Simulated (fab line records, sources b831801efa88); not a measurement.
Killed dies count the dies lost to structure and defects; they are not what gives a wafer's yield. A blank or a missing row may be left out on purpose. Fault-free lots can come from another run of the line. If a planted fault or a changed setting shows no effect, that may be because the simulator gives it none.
fab line records    flow gf180mcu
record lots=13  wafers=39  last-day=34
route steps=602 shown MIM@522 V5@542 TOP_METAL@578
lots that met no fault: taken from a fault-free run of the same line
start-h: start of the lot's first displayed wafer, in hours after the record's first day    wait-h: time in hours since the lot's previous step    " the same as in the row above    L1.1+2: a single row standing in for several wafers    - value missing, or start not given    * or withheld: withheld    < > ~ a bound
route shown NAME@n: NAME is a module with steps in the file, n the number in the route of the first one    usual: average and standard deviation across the fault-free wafers    same: alike in all rows    chamber/n: place in a boat    sites: per-site readings    _std_site: the values' standard deviation    _edge_site: outer sites' mean less inner sites'    radius-mm: for every site, how far away it sits from the centre of the wafer    mask NAME#n: copy n    behind: tool/chamber where the wafer was last shaped    hold: cause of the lot's hold/its duration in hours/its outcome    device: which transistor (n, p or np) failed to switch    end of line: at the end of the route, the tests of the same wafers    where a step has no rows: the recipe by itself    killed: at the first sort, the dies lost to defects and structure; wafer yield is something else    map: shows each die of a wafer: x if killed, . if not, _ if none is there
set.NAME: setting as actually run; set.NAME@STEP: the setting as run at that earlier step    model.NAME: the simulator's own value behind a step, which no gauge read
route steps across a sampled set of lots; one table per step, one row per wafer
services: the hour from which a tool's chamber was out of use, counted from the record's first day as start-h (under 0 if before that day), plus the number of hours and why
## steps
# step GF_MIM_METAL_ETCH_19
# recipe chemistry=Cl2/BCl3  mask-material=NOVOLAK  stop-on=Si3N4  target-depth-nm=324.5  pressure-mtorr=8  icp-w=789.5  bias-w=140  Cl2_flow_sccm=80  bcl3-flow-sccm=40  time-s=54.1
# usual drypump-motor-current-A=6.0/0.41  oes-product-au=0.943/0.0069  throttle-valve-pct=28.283/0.011
lot.wafer  tool          chamber  start-h  wait-h  drypump-motor-current-A  oes-product-au  rf-hours-counter-h  throttle-valve-pct
L343.3     rie-metal-02  1        579.23   0.1     6.2                      0.952           -                   28.284
L343.4     "             0        "        "       5.4                      0.958           -                   28.278
L343.6     "             1        "        "       6.2                      0.955           -                   28.260
L344.3     rie-metal-03  0        593.58   0.1     6.1                      0.950           -                   28.286
L344.4     "             1        "        "       6.7                      0.962           -                   28.273
L344.6     "             1        "        "       6.7                      0.939           -                   28.272
L345.1     rie-metal-03  0        597.24   0.1     6.1                      0.953           2                   28.277
L345.5     "             0        "        "       6.1                      0.944           -                   28.272
L345.6     "             1        "        "       6.7                      0.940           -                   28.272
L347.1     rie-metal-03  0        616.99   0.1     6.0                      0.946           2                   28.275
L347.5     "             1        "        "       6.7                      0.948           -                   28.271
L347.6     "             0        "        "       6.1                      0.947           -                   28.285
L348.3     rie-metal-02  1        628.53   0.1     6.2                      0.949           -                   28.277
L348.4     "             0        "        "       5.4                      0.945           -                   28.291
L348.6     "             1        "        "       6.2                      0.950           -                   28.285
L349.1     rie-metal-03  0        641.26   0.1     6.1                      0.933           3                   28.298
L349.4     "             0        "        "       6.1                      0.935           -                   28.277
L349.5     "             0        "        "       6.1                      0.936           -                   28.286
L350.3     rie-metal-02  1        643.92   0.1     6.2                      0.953           -                   28.287
L350.4     "             0        "        "       5.4                      0.944           -                   28.297
L350.5     "             0        "        "       5.4                      0.946           -                   28.287
L351.1     rie-metal-01  0        644.76   0.1     5.8                      0.938           6                   28.291
L351.2     "             1        "        "       5.8                      0.938           7                   28.294
L351.4     "             1        "        "       5.8                      0.938           -                   28.294
L353.2     rie-metal-03  0        664.46   0.1     6.1                      0.932           4                   28.279
L353.4     "             1        "        "       6.7                      0.944           -                   28.290
L353.5     "             1        "        "       6.7                      0.934           -                   28.283
L354.1     rie-metal-02  0        671.20   0.1     5.4                      0.943           4                   28.281
L354.3     "             1        "        "       6.2                      0.935           -                   28.284
L354.6     "             0        "        "       5.4                      0.935           -                   28.299
L355.1     rie-metal-02  1        676.26   0.1     6.2                      0.933           5                   28.278
L355.3     "             0        "        "       5.4                      0.932           -                   28.291
L355.5     "             1        "        "       6.2                      0.940           -                   28.297
L357.1     rie-metal-03  0        689.11   0.1     6.1                      0.941           5                   28.286
L357.2     "             1        "        "       6.7                      0.944           13                  28.265
L357.3     "             1        "        "       6.7                      0.940           -                   28.304
L366.1     rie-metal-01  0        753.46   0.1     5.8                      0.938           10                  28.307
L366.3     "             0        "        "       5.8                      0.936           -                   28.288
L366.5     "             1        "        "       5.8                      0.943           -                   28.274
# step GF_V5_CVD_02
# recipe material=SiO2  target-thk-nm=1450  precursor=TEOS  temp-c=400  time-s=163.28  rf-w=600
# usual heater-power-w=625/94
lot.wafer  tool      chamber  start-h  wait-h  heater-power-w
L343.3     pecvd-02  0        601.24   0.0     441
L343.4     "         2        "        "       820
L343.6     "         0        "        "       502
L344.3     pecvd-01  0        619.03   0.0     672
L344.4     "         1        "        "       747
L344.6     "         2        "        "       535
L345.1     pecvd-03  0        619.54   0.1     511
L345.5     "         2        "        "       637
L345.6     "         1        "        "       575
L347.1     pecvd-01  0        638.80   0.1     677
L347.5     "         1        "        "       613
L347.6     "         0        "        "       547
L348.3     pecvd-02  0        650.48   0.0     414
L348.4     "         2        "        "       854
L348.6     "         0        "        "       481
L349.1     pecvd-03  0        662.10   0.1     511
L349.4     "         2        "        "       662
L349.5     "         1        "        "       684
L350.3     pecvd-02  2        665.74   0.0     827
L350.4     "         2        "        "       690
L350.5     "         0        "        "       394
L351.1     pecvd-03  1        666.09   0.1     608
L351.2     "         0        "        "       639
L351.4     "         0        "        "       488
L353.2     pecvd-03  2        684.32   0.0     539
L353.4     "         1        "        "       560
L353.5     "         0        "        "       496
L354.1     pecvd-02  0        691.63   0.1     393
L354.3     "         2        "        "       813
L354.6     "         0        "        "       499
L355.1     pecvd-01  1        696.52   0.1     771
L355.3     "         0        "        "       651
L355.5     "         0        "        "       564
L357.1     pecvd-01  2        708.38   0.1     686
L357.2     "         0        "        "       615
L357.3     "         2        "        "       526
L366.1     pecvd-02  2        771.03   0.1     699
L366.3     "         1        "        "       671
L366.5     "         2        "        "       797
# step GF_V5_OVL_MEAS_15
# usual V5_OVL=0/5.5
lot.wafer  tool        chamber  start-h  wait-h  V5_OVL[nm]
L343.3     overlay-02  -        622.84   0.1     -10
L343.4     "           -        "        "       -7
L343.6     "           -        "        "       -7
L344.3     overlay-02  -        638.83   0.1     0
L344.4     "           -        "        "       1
L344.6     "           -        "        "       0
L345.1     overlay-01  -        640.41   0.1     -3
L345.5     "           -        "        "       0
L345.6     "           -        "        "       -4
L347.1     overlay-02  -        658.66   0.1     10
L347.5     "           -        "        "       4
L347.6     "           -        "        "       10
L348.3     overlay-01  -        670.04   0.1     1
L348.4     "           -        "        "       -3
L348.6     "           -        "        "       -6
L349.1     overlay-02  -        681.53   0.1     -10
L349.4     "           -        "        "       3
L349.5     "           -        "        "       -3
L350.3     overlay-02  -        685.19   0.1     7
L350.4     "           -        "        "       9
L350.5     "           -        "        "       7
L351.1     overlay-02  -        685.71   0.1     0
L351.2     "           -        "        "       -10
L351.4     "           -        "        "       4
L353.2     overlay-02  -        703.18   0.1     -1
L353.4     "           -        "        "       3
L353.5     "           -        "        "       7
L354.1     overlay-01  -        711.11   0.1     -4
L354.3     "           -        "        "       1
L354.6     "           -        "        "       -3
L355.1     overlay-02  -        714.87   0.1     -7
L355.3     "           -        "        "       -1
L355.5     "           -        "        "       -6
L357.1     overlay-01  -        727.43   0.1     3
L357.2     "           -        "        "       -12
L357.3     "           -        "        "       -1
L366.1     overlay-01  -        787.08   0.1     12
L366.3     "           -        "        "       11
L366.5     "           -        "        "       5
# step GF_TOP_METAL_EXPOSE_11
# recipe mask-id=MetalTop  target-cd-nm=440  na=0.6  source-shape=conventional  sigma-outer=0.6  dose-mj=170
# usual exposure-dose-mJ-cm2=170.00/0.17
lot.wafer  tool              chamber  start-h  wait-h  mask        exposure-dose-mJ-cm2
L343.3     iline-stepper-01  0        634.91   -       MetalTop#0  169.94
L343.4     "                 0        "        "       MetalTop#0  169.53
L343.6     "                 0        "        "       MetalTop#0  169.77
L344.3     iline-stepper-01  0        650.53   -       MetalTop#0  170.13
L344.4     "                 0        "        "       MetalTop#0  169.81
L344.6     "                 0        "        "       MetalTop#0  170.18
L345.1     iline-stepper-01  0        652.00   -       MetalTop#0  170.08
L345.5     "                 0        "        "       MetalTop#0  170.13
L345.6     "                 0        "        "       MetalTop#0  170.00
L347.1     iline-stepper-01  0        670.19   -       MetalTop#0  169.79
L347.5     "                 0        "        "       MetalTop#0  169.79
L347.6     "                 0        "        "       MetalTop#0  169.76
L348.3     iline-stepper-01  0        681.10   -       MetalTop#0  169.83
L348.4     "                 0        "        "       MetalTop#0  169.82
L348.6     "                 0        "        "       MetalTop#0  169.94
L349.1     iline-stepper-01  0        693.40   -       MetalTop#0  169.79
L349.4     "                 0        "        "       MetalTop#0  170.07
L349.5     "                 0        "        "       MetalTop#0  169.92
L350.3     iline-stepper-01  0        696.34   -       MetalTop#0  170.15
L350.4     "                 0        "        "       MetalTop#0  170.22
L350.5     "                 0        "        "       MetalTop#0  170.07
L351.1     iline-stepper-02  0        697.17   -       MetalTop#0  170.44
L351.2     "                 0        "        "       MetalTop#0  170.17
L351.4     "                 0        "        "       MetalTop#0  170.33
L353.2     iline-stepper-02  0        714.42   -       MetalTop#0  170.05
L353.4     "                 0        "        "       MetalTop#0  169.94
L353.5     "                 0        "        "       MetalTop#0  170.07
L354.1     iline-stepper-02  0        721.39   -       MetalTop#0  169.89
L354.3     "                 0        "        "       MetalTop#0  169.88
L354.6     "                 0        "        "       MetalTop#0  170.09
L355.1     iline-stepper-01  0        725.38   -       MetalTop#0  169.90
L355.3     "                 0        "        "       MetalTop#0  169.88
L355.5     "                 0        "        "       MetalTop#0  169.86
L357.1     iline-stepper-02  0        737.72   -       MetalTop#0  169.84
L357.2     "                 0        "        "       MetalTop#0  169.92
L357.3     "                 0        "        "       MetalTop#0  170.23
L366.1     iline-stepper-01  0        795.89   -       MetalTop#0  154.65
L366.3     "                 0        "        "       MetalTop#0  154.53
L366.5     "                 0        "        "       MetalTop#0  154.32
# step GF_TOP_METAL_CD_MEAS_14
# recipe target-cd-nm=440
# usual cd-nm=440.0/2
lot.wafer  tool       chamber  start-h  wait-h  cd-nm
L343.3     cd-sem-02  -        644.49   0.1     442.8
L343.4     "          -        "        "       440.9
L343.6     "          -        "        "       443.5
L344.3     cd-sem-02  -        659.63   0.1     440.7
L344.4     "          -        "        "       442.0
L344.6     "          -        "        "       439.9
L345.1     cd-sem-01  -        661.79   0.1     439.3
L345.5     "          -        "        "       437.5
L345.6     "          -        "        "       439.3
L347.1     cd-sem-01  -        678.91   0.2     442.8
L347.5     "          -        "        "       441.9
L347.6     "          -        "        "       442.7
L348.3     cd-sem-01  -        690.74   0.1     441.4
L348.4     "          -        "        "       442.1
L348.6     "          -        "        "       441.0
L349.1     cd-sem-02  -        703.09   0.1     438.7
L349.4     "          -        "        "       437.4
L349.5     "          -        "        "       435.4
L350.3     cd-sem-02  -        705.04   0.1     441.0
L350.4     "          -        "        "       440.6
L350.5     "          -        "        "       440.4
L351.1     cd-sem-01  -        706.24   0.1     440.0
L351.2     "          -        "        "       440.2
L351.4     "          -        "        "       439.7
L353.2     cd-sem-01  -        723.32   0.1     439.1
L353.4     "          -        "        "       441.1
L353.5     "          -        "        "       437.4
L354.1     cd-sem-01  -        730.30   0.1     443.0
L354.3     "          -        "        "       445.9
L354.6     "          -        "        "       441.6
L355.1     cd-sem-01  -        733.75   0.1     440.1
L355.3     "          -        "        "       440.8
L355.5     "          -        "        "       440.2
L357.1     cd-sem-01  -        746.44   0.1     438.5
L357.2     "          -        "        "       437.8
L357.3     "          -        "        "       438.1
L366.1     cd-sem-02  -        803.15   0.1     400.8
L366.3     "          -        "        "       394.2
L366.5     "          -        "        "       423.2
## services
tool              chamber  start-h  hours  kind
pecvd-03          0        569.86   19.6   repair
pecvd-03          -        572.82   1.7    repair
iline-stepper-02  -        580.94   1.5    repair
rie-metal-02      -        587.63   0.5    repair
pecvd-01          -        591.12   14.0   pm
iline-stepper-01  -        623.41   1.7    pm
iline-stepper-02  -        627.11   3.0    repair
iline-stepper-02  -        648.00   1.7    pm
iline-stepper-02  -        655.11   27.8   repair
pecvd-02          -        657.05   1.5    repair
iline-stepper-02  -        659.97   8.4    repair
pecvd-03          -        680.64   0.5    repair
iline-stepper-02  -        684.79   4.4    pm
pecvd-02          1        686.16   7.0    repair
pecvd-01          1        707.64   13.8   repair
iline-stepper-02  -        717.89   0.6    repair
pecvd-02          -        724.50   5.5    pm
pecvd-01          -        724.66   4.3    pm
rie-metal-03      0        726.80   6.0    repair
rie-metal-02      -        734.11   1.4    pm
rie-metal-03      -        735.32   2.8    pm
pecvd-02          -        738.27   11.8   repair
pecvd-01          -        753.48   1.7    repair
pecvd-03          -        756.49   5.5    pm
## key
first-sign step=GF_TOP_METAL_EXPOSE_11  reading=exposure-dose-mJ-cm2  direction=down  sigmas=91  usual=170.00  struck=154.50
effect step=GF_TOP_METAL_CD_MEAS_14  reading=cd-nm  direction=down  sigmas=17  usual=440.0  struck=406.1  through=control-loop
met-at GF_TOP_METAL_EXPOSE_11
struck-lots L366
sort-left-out L366.1,L366.3,L366.5
loop-trim step=GF_TOP_METAL_EXPOSE_11  setting=dose  lots=L366
not-acting-at GF_MIM_METAL_ETCH_19,GF_V5_CVD_02,GF_V5_OVL_MEAS_15
onset-between 725.38 795.89
fault kind=process-parameter-drift  tool=iline-stepper-01  chamber=-  onset-h=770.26  steps=GF_TOP_METAL_EXPOSE_11  channel=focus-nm  offset=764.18  spread-by-wafer=0.3  shape=step  end-h=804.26
# sort-left-out: the simulated sort isn't trusted on such a fault, so these wafers' sort isn't shown, and their yield isn't known
# loop-trim: a control loop set the setting to another value than it would have without faults
